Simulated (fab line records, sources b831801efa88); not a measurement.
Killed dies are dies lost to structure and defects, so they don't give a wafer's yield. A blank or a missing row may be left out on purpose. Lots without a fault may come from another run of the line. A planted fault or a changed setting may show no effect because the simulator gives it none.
fab line records | flow gf180mcu
record lots=15 wafers=45 last_day=32
route steps=602 shown VT_IMPLANT@96 M1@330 V1@339
lots that met no fault: from a run of the same line without faults
start_h: hours from the record's first day to the start of the lot's first wafer shown | wait_h: hours since the lot's step before | " the same as in the row above | L1.1+2: a row that stands for several wafers | - no value, or no start given | * or withheld: withheld | < > ~ a bound
route shown NAME@n: a module of which the file shows steps, and the number in the route of the first | usual: mean/standard deviation of fault-free wafers | same: alike in all rows | chamber/n: place in a boat | sites: the reading at each site | _std_site: their standard deviation | _edge_site: outer sites' mean less inner sites' | radius_mm: how far each site lies from the wafer's centre | mask NAME#n: copy n | behind: the tool/chamber that last shaped the wafer | hold: why the lot was held/for how many hours/how that ended | device: the transistor (n, p or np) that didn't switch | end of line: the same wafers' tests at the end of the route | a step without rows: its recipe alone | killed: dies lost to structure and defects at the first sort, not the wafer's yield | map: a wafer's dies, x killed, . not, _ none there
set.NAME: the setting as run; set.NAME@STEP: as run at that earlier step | model.NAME: the simulator's own value behind a step, which no gauge read
steps of the route over a sample of lots; a table a step, a row a wafer
services: from which hour (start_h, from the record's first day; less than 0 if before it) a tool's chamber was out of use, for how many hours, and why
## steps
# step GF_VT_IMPLANT_DEVELOP_06
# recipe develop_time_s=60 dev_temp_c=23
# usual chill_plate_temp_C=23.01/0.091 develop_time_s=60/0
# columns lot.wafer tool chamber start_h wait_h chill_plate_temp_C develop_time_s
L286.2 litho_track-01 0 108.54 0.1 23.02 60
L286.5 " 0 " " 22.97 60
L286.6 " 0 " " 22.99 60
L287.2 litho_track-04 0 122.37 0.1 22.84 60
L287.4 " 0 " " 23.11 60
L287.5 " 0 " " 23.04 60
L288.3 litho_track-01 0 131.76 0.1 22.97 60
L288.4 " 0 " " 22.86 60
L288.6 " 0 " " 23.15 60
L289.4 litho_track-04 0 132.57 0.1 22.82 60
L289.5 " 0 " " 22.92 60
L289.6 " 0 " " 23.00 60
L290.1 litho_track-01 0 136.51 0.1 23.00 60
L290.2 " 0 " " 23.09 60
L290.4 " 0 " " 23.13 60
L291.2 litho_track-03 0 144.77 0.1 23.06 60
L291.4 " 0 " " 22.89 60
L291.6 " 0 " " 22.80 60
L293.1 litho_track-04 0 159.29 0.1 22.96 60
L293.2 " 0 " " 22.97 60
L293.4 " 0 " " 22.92 60
L294.2 litho_track-03 0 161.87 0.1 22.96 60
L294.5 " 0 " " 22.88 60
L294.6 " 0 " " 22.95 60
L295.1 litho_track-01 0 173.56 0.1 22.88 60
L295.5 " 0 " " 22.87 60
L295.6 " 0 " " 23.03 60
L297.1 litho_track-03 0 181.64 0.1 23.12 60
L297.5 " 0 " " 22.97 60
L297.6 " 0 " " 23.10 60
L299.1 litho_track-01 0 191.16 0.1 23.15 60
L299.3 " 0 " " 23.02 60
L299.6 " 0 " " 22.80 60
L301.1 litho_track-01 0 204.56 0.1 23.05 60
L301.3 " 0 " " 23.09 60
L301.6 " 0 " " 23.19 60
L303.1 litho_track-01 - 213.21 0.1 - -
L303.4 " - " " - -
L303.6 " - " " - -
L304.1 litho_track-01 - 221.56 0.1 - -
L304.3 " - " " - -
L304.4 " - " " - -
L305.4 litho_track-03 - 228.72 0.1 - -
L305.5 " - " " - -
L305.6 " - " " - -
# step GF_M1_OVL_MEAS_15
# usual M1_OVL=5/6.3
# columns lot.wafer tool chamber start_h wait_h M1_OVL[nm]
L286.2 overlay-02 - 384.11 0.1 0
L286.5 " - " " 0
L286.6 " - " " 2
L287.2 overlay-01 - 410.56 0.1 7
L287.4 " - " " 12
L287.5 " - " " 6
L289.4 overlay-01 - 419.48 0.1 8
L289.5 " - " " 19
L289.6 " - " " 10
L288.3 overlay-02 - 423.42 0.1 13
L288.4 " - " " 15
L288.6 " - " " 18
L290.1 overlay-02 - 430.83 0.1 12
L290.2 " - " " 5
L290.4 " - " " 11
L291.2 overlay-01 - 442.43 0.1 4
L291.4 " - " " 4
L291.6 " - " " 8
L293.1 overlay-01 - 458.11 0.1 10
L293.2 " - " " 0
L293.4 " - " " -7
L294.2 overlay-02 - 466.96 0.1 6
L294.5 " - " " 6
L294.6 " - " " 4
L295.1 overlay-01 - 479.83 0.1 9
L295.5 " - " " 3
L295.6 " - " " 11
L297.1 overlay-01 - 490.98 0.1 9
L297.5 " - " " 5
L297.6 " - " " 10
L299.1 overlay-01 - 502.56 0.1 10
L299.3 " - " " 8
L299.6 " - " " 9
L301.1 overlay-02 - 520.06 0.1 6
L301.3 " - " " 4
L301.6 " - " " -5
# step GF_M1_STRIP_17
# recipe chemistry=O2/N2 power_w=1400 pressure_mtorr=1500 platen_temp_c=250 o2_flow_sccm=3000 n2_flow_sccm=300 overash_fraction=0.5
# usual drypump_motor_current_A=6.0/0.34 heater_power_w=314/17 oes_product_au=0.537/0.0052 strip_time_to_endpoint_s=7.38/0.062
# columns lot.wafer tool chamber start_h wait_h drypump_motor_current_A heater_power_w oes_product_au rf_hours_counter_h strip_time_to_endpoint_s
L286.2 plasma_asher-02 0 384.27 0.1 6.0 321 0.533 29 7.27
L286.5 " 1 " " 6.2 327 0.535 - 7.29
L286.6 " 0 " " 6.0 316 0.534 - 7.35
L287.2 plasma_asher-02 0 410.72 0.1 6.0 320 0.532 31 7.43
L287.4 " 1 " " 6.2 320 0.536 - 7.43
L287.5 " 0 " " 6.1 324 0.538 - 7.43
L289.4 plasma_asher-02 0 419.66 0.1 6.0 315 0.537 - 7.45
L289.5 " 1 " " 6.2 328 0.547 - 7.43
L289.6 " 0 " " 6.0 321 0.549 - 7.44
L288.3 plasma_asher-01 0 423.61 0.1 6.0 308 0.528 - 7.33
L288.4 " 1 " " 5.6 309 0.535 - 7.33
L288.6 " 1 " " 5.5 314 0.535 - 7.30
L290.1 plasma_asher-03 0 430.99 0.1 6.7 294 0.537 81 7.26
L290.2 " 1 " " 5.5 352 0.542 81 7.29
L290.4 " 1 " " 5.5 344 0.527 - 7.26
L291.2 plasma_asher-02 1 442.59 0.1 6.2 323 0.544 35 7.38
L291.4 " 1 " " 6.2 318 0.538 - 7.36
L291.6 " 1 " " 6.2 329 0.536 - 7.36
L293.1 plasma_asher-03 0 458.27 0.1 6.6 298 0.538 83 7.40
L293.2 " 1 " " 5.5 343 0.536 83 7.43
L293.4 " 0 " " 6.6 292 0.533 - 7.37
L294.2 plasma_asher-03 0 467.12 0.1 6.6 282 0.537 84 7.29
L294.5 " 1 " " 5.5 352 0.536 - 7.29
L294.6 " 0 " " 6.6 284 0.528 - 7.27
L295.1 plasma_asher-03 1 479.99 0.1 5.5 344 0.527 86 7.36
L295.5 " 1 " " 5.5 343 0.532 - 7.37
L295.6 " 0 " " 6.6 287 0.526 - 7.36
L297.1 plasma_asher-02 1 491.14 0.1 6.2 328 0.534 39 7.33
L297.5 " 1 " " 6.2 336 0.536 - 7.35
L297.6 " 0 " " 6.0 325 0.532 - 7.38
L299.1 plasma_asher-01 1 502.72 0.1 5.6 304 0.544 71 7.47
L299.3 " 0 " " 6.0 298 0.537 - 7.45
L299.6 " 0 " " 6.0 303 0.536 - 7.48
L301.1 plasma_asher-02 0 520.22 0.1 6.0 330 0.540 42 7.31
L301.3 " 0 " " 6.0 317 0.535 - 7.38
L301.6 " 1 " " 6.2 321 0.539 - 7.36
# step GF_V1_CMP_04
# recipe material=SiO2 down_force_psi=4 platen_rpm=60 pad_velocity_m_s=0.94248
# usual edge_zone_pressure_frac=1.000/0.0052 motor_current_A=11.7/1.1 time_to_endpoint_s=79/5.6
# columns lot.wafer tool chamber start_h wait_h edge_zone_pressure_frac motor_current_A time_to_endpoint_s
L286.2 cmp-02 1 385.11 0.0 0.997 12.2 74
L286.5 " 1 " " 1.003 12.1 75
L286.6 " 2 " " 1.001 12.8 87
L287.4 cmp-01 2 411.66 0.1 0.991 10.3 80
L287.2 " 3 " " 1.006 11.4 76
L287.5 " 0 " " 0.994 11.9 77
L289.4 cmp-01 1 420.48 0.0 0.998 13.4 82
L289.6 " 1 " " 0.996 13.6 84
L289.5 " 2 " " 0.995 11.3 78
L288.3 cmp-01 0 424.54 0.1 1.000 12.4 78
L288.4 " 1 " " 1.003 13.7 81
L288.6 " 0 " " 1.003 11.6 77
L290.4 cmp-01 0 431.87 0.1 0.990 11.9 78
L290.2 " 1 " " 0.995 13.6 71
L290.1 " 2 " " 0.995 10.4 68
L291.2 cmp-01 1 443.53 0.1 0.996 13.3 73
L291.4 " 2 " " 1.010 10.9 75
L291.6 " 0 " " 1.001 12.2 82
L293.1 cmp-01 3 459.10 0.1 0.999 11.0 71
L293.4 " 0 " " 0.999 11.9 77
L293.2 " 1 " " 1.001 14.6 67
L294.2 cmp-01 1 467.98 0.0 1.002 13.9 83
L294.5 " 1 " " 1.000 13.3 81
L294.6 " 2 " " 0.997 10.4 83
L295.1 cmp-01 1 480.79 0.1 1.000 13.7 77
L295.6 " 1 " " 1.002 13.7 85
L295.5 " 2 " " 1.000 10.7 86
L297.1 cmp-01 1 491.94 0.1 1.004 13.5 83
L297.5 " 1 " " 0.996 13.1 85
L297.6 " 2 " " 1.002 10.4 85
L299.3 cmp-01 1 503.56 0.0 1.000 14.3 79
L299.1 " 2 " " 1.007 10.0 82
L299.6 " 1 " " 1.001 13.3 91
L301.1 cmp-02 2 521.11 0.1 0.994 12.2 73
L301.3 " 0 " " 0.995 9.8 71
L301.6 " 3 " " 1.003 11.4 75
## services
# columns tool chamber start_h hours kind
plasma_asher-01 - 99.63 1.3 repair
plasma_asher-02 - 108.75 9.0 pm
cmp-02 - 112.74 0.6 repair
cmp-02 - 124.70 4.5 repair
cmp-01 - 187.19 4.7 pm
plasma_asher-03 - 195.62 3.1 repair
cmp-02 - 196.74 1.8 repair
cmp-01 - 227.93 2.5 repair
cmp-01 - 286.24 1.2 repair
plasma_asher-02 - 294.89 0.7 repair
cmp-01 - 296.39 1.3 repair
plasma_asher-03 - 298.74 5.8 repair
cmp-01 - 299.28 0.3 repair
plasma_asher-02 - 325.63 14.7 repair
plasma_asher-02 - 328.48 1.8 repair
plasma_asher-02 - 346.73 0.9 repair
cmp-01 - 404.00 4.0 pm
plasma_asher-03 - 409.31 2.8 pm
plasma_asher-03 - 423.44 1.5 repair
plasma_asher-02 - 427.23 2.1 repair
plasma_asher-03 - 434.44 2.0 repair
cmp-01 - 465.52 2.4 repair
plasma_asher-02 - 469.60 14.6 pm
plasma_asher-03 - 506.88 5.5 repair
## key
first_sign step=GF_VT_IMPLANT_DEVELOP_06 reading=tool_record direction=missing
effect none on later readings
met_at GF_VT_IMPLANT_DEVELOP_06
struck_lots L303,L304,L305
later_rows_left_out L303.1,L303.4,L303.6,L304.1,L304.3,L304.4,L305.4,L305.5,L305.6
sort_left_out L303.1,L303.4,L303.6,L304.1,L304.3,L304.4,L305.4,L305.5,L305.6
tester_left_out L303,L304,L305
not_acting_at GF_M1_OVL_MEAS_15,GF_M1_STRIP_17,GF_V1_CMP_04
onset_between 204.56 213.21
fault kind=skipped_step_whole tool=litho_track-01,litho_track-03 chamber=- onset_h=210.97 steps=GF_VT_IMPLANT_DEVELOP_06 scope=struck_lots_only
# tester_left_out: of these lots the tester's yield and bins aren't shown, on N5 and GAA mostly nor the transistor test; their killed dies are dies lost to structure and defects alone, not to doping, threshold or leakage, so they don't give the yield
# sort_left_out: the simulated sort isn't trusted on such a fault, so these wafers' sort isn't shown, and their yield isn't known
# later_rows_left_out: the simulator's readings of these wafers behind a module that went badly wrong aren't trusted and aren't shown, but for the sort
